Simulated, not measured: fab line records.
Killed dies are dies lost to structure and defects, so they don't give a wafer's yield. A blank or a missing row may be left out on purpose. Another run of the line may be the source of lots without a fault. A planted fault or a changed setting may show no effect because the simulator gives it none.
Which of the tools did it? | flow sky130 | 6 lots, 18 wafers sampled, at 2 steps of a route of 708

== WHAT THE GAUGES SHOWED, per wafer ==
SKY_CONTACT_RS_MEAS_25: the measuring method here is four-point-probe.
lot  | measured     | on            | CONTACT_W_RS (ohm/sq)
L344 | day 32 20:23 | film metro-01 | 0.338 0.340 0.339
L348 | day 34 17:39 | film metro-04 | 0.337 0.339 0.342
L349 | day 35 12:22 | film metro-01 | 0.333 0.337 0.331
L352 | day 35 22:20 | film metro-04 | 0.339 0.340 0.338
L357 | day 37 07:13 | film metro-04 | 58.262 58.382 58.852
L363 | day 38 21:32 | film metro-03 | 0.346 0.346 0.344

== EACH LOT AND THE TOOL THAT RAN IT (in order: tool; ch and the chambers of the sampled wafers; start) ==
lot  | SKY_CONTACT_CVD_24
L344 | cvd w-02 ch 0,1, day 32 20:16
L348 | cvd w-02 ch 0,1, day 34 17:31
L349 | cvd w-01 ch 1, day 35 12:16
L352 | cvd w-01 ch 0,1, day 35 22:14
L357 | cvd w-01 ch 0,1, day 37 07:01
L363 | cvd w-02 ch 0,1, day 38 21:25
- SKY_CONTACT_CVD_24: deposits W, target thk 340 nm, time 102.12 s.

== THE ANSWER, worked out from the rows above alone ==
Rule: what is usual is taken from the lots themselves. Put in order of their means at a reading, lots are off if they are a third of the lots or fewer, leave a main group of 4 or more, and stand apart from it by a gap of 3 or more times the standard deviation of the main group's means; of several such gaps the widest counts. Not used: any main group whose means are identical at the precision the tables above print for the reading. A lot without any number at a reading at which 4 lots or more have one is off too. All remaining lots with rows at the step are treated as sound.
Off: at SKY_CONTACT_RS_MEAS_25 (CONTACT_W_RS), L357. Main group: mean 0.339 ohm/sq, sd 0.0037.
If a tool, at a process step before that reading, ran all the lots that are off and no sound lot after the first of them, it fits. The gauges at SKY_CONTACT_RS_MEAS_25 are tried like those tools. 2 tools fit, cvd w-01 at SKY_CONTACT_CVD_24 and film metro-04 at SKY_CONTACT_RS_MEAS_25, so this cannot tell which one it is.

== WHAT WAS PUT IN BY THE SIMULATOR ==
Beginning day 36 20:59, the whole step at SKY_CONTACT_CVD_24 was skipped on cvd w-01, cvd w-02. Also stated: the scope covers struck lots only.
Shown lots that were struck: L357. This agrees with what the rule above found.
